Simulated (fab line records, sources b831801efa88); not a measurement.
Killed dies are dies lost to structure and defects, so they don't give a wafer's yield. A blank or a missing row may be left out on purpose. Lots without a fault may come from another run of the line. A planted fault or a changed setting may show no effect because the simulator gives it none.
Problem report in the 8D (eight disciplines) form, filled by code | flow gf180mcu | the parts of the form that need people (team, actions taken, sign-off) are left out

1. THE PROBLEM
run_length_s at GF_M4_METAL_ETCH_16 reads a mean of 127.8 s on 4 wafers of 2 lots; wafers without a fault read 133.1 s with a standard deviation of 0.7. That is -7.5 standard deviations from the usual mean.
The step: etches the open film in Cl2/BCl3, stops on SiO2, target depth 627.5 nm, time 104.6 s.
First seen on wafer L681.1, day 28 04:38, on rie_metal-03. The record holds 33 wafers of 11 lots with a number at this step. Rule for "out", or "out of limits": more than 4 standard deviations from the usual mean. The other wafers with a number count as sound.

2. WHAT IT IS AND WHAT IT IS NOT
question                    | is                             | is not
which readings at this step | run_length_s                   | bcl3_flow_sccm, drypump_motor_current_A
which lots                  | L681, L684                     | L666, L668, L670, L671, L672, L673, L686, L687, L688
which wafers of those lots  | L681.1, L681.3, L684.4, L684.5 | L681.2, L684.6
read on which tools         | rie_metal-03                   | rie_metal-01, rie_metal-02
when                        | from day 28 04:38              | up to then (19 sound wafers); but 10 sound wafers of L684, L686, L687, L688 came after

3. SUSPECTS, AND WHAT RULES EACH OUT
Counting: a tool at a process step up to the reading stays a suspect if it ran every lot that is out. Sound lots after the first of them don't rule it out here, since some wafers of a struck lot are sound.
- rie_diel-01 at GF_V3_ETCH_17 (etches SiO2 in C4F8/O2/Ar, stops on TiN, target depth 635 nm): kept. It ran every lot that is out, first L681 (day 28 04:38); its last sound lot up to then is L671 (day 24 23:31). GF_V3_ETCH_17 gives no start for some lots, so the hours and the order of its lots are those of GF_M4_METAL_ETCH_16.
- rie_metal-03 at GF_M4_METAL_ETCH_16 (etches the open film in Cl2/BCl3, stops on SiO2, target depth 627.5 nm, time 104.6 s): kept. It ran every lot that is out, first L681 (day 28 04:38); its last sound lot up to then is L672 (day 25 07:12). Its own readings are out on those wafers: run_length_s.
- Within rie_metal-03 at GF_M4_METAL_ETCH_16: the wafers that are out ran in chamber 1; their sound lot-mates ran in chamber 0.
Left after counting: rie_diel-01 at GF_V3_ETCH_17, rie_metal-03 at GF_M4_METAL_ETCH_16.

4. THE CAUSE (what the simulator had put in)
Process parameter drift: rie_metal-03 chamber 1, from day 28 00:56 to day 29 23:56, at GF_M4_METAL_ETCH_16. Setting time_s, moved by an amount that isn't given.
Counting left 2 suspects, and this tool is among them.

5. THE CHAIN OF EFFECTS, in route order
Each row: a reading whose mean over the struck wafers that have a number lies more than 3 standard deviations from the usual. Only readings for which the record gives a usual standard deviation are gone through. hours: the time from each lot's start at the first step in this table that gives one to its start at this step, as a median over the lots. sigmas: the change in usual standard deviations.
hours | step                | reading                  | usual      | on struck wafers | change | sigmas
0     | GF_M4_METAL_ETCH_16 | oes_product_au           | 0.970 a.u. | 0.992            | +0.022 | +3.9
0     | GF_M4_METAL_ETCH_16 | run_length_s             | 133.1 s    | 127.8            | -5.3   | -7.5
0     | GF_M4_STRIP_17      | strip_time_to_endpoint_s | 7.87 s     | 8.01             | +0.14  | +4.0
The process steps in it:
- GF_M4_METAL_ETCH_16: etches the open film in Cl2/BCl3, stops on SiO2, target depth 627.5 nm, time 104.6 s.
- GF_M4_STRIP_17: strips in O2/N2.

6. WHAT WOULD HAVE CAUGHT IT SOONER
In this record the first reading out of limits was taken at day 28 04:38, 4 hours after the fault began at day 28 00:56.
